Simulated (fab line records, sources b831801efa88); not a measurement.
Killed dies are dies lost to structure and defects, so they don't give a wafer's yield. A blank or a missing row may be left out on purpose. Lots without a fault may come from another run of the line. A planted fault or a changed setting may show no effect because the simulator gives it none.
Which tool did it? | flow sky130 | 6 lots, 18 wafers sampled, at 1 step of a route of 708

WHAT THE GAUGES READ, wafer by wafer
SKY_VIA3_BOW_MEAS_03.
lot  | measured     | on            | VIA3_BOW (um)
L150 | day 40 00:08 | film_metro-01 | 76 78 82
L158 | day 41 21:55 | film_metro-02 | 84 80 83
L164 | day 43 17:04 | film_metro-01 | 92 93 84
L166 | day 44 09:34 | film_metro-02 | 73 67 77
L168 | day 44 18:17 | film_metro-02 | 80 90 79
L170 | day 45 05:07 | film_metro-02 | 70 80 80

WHICH TOOL RAN EACH LOT (tool, then ch and the chambers of the sampled wafers, then the start)
The record holds no process step before these readings.

THE ANSWER, worked out from the rows above alone
Rule: what is usual is taken from the lots themselves. Put in order of their means at a reading, lots are off if they are a third of the lots or fewer, leave a main group of 4 or more, and stand apart from it by a gap of 3 or more times the standard deviation of the main group's means; of several such gaps the widest counts. A main group whose means are all the same, to the digits that the tables above print for the reading, isn't used. A lot without any number at a reading at which 4 lots or more have one is off too. The other lots that the step has rows for count as sound.
No lot is off at any reading shown: from this, nothing can be told.

WHAT THE SIMULATOR HAD PUT IN
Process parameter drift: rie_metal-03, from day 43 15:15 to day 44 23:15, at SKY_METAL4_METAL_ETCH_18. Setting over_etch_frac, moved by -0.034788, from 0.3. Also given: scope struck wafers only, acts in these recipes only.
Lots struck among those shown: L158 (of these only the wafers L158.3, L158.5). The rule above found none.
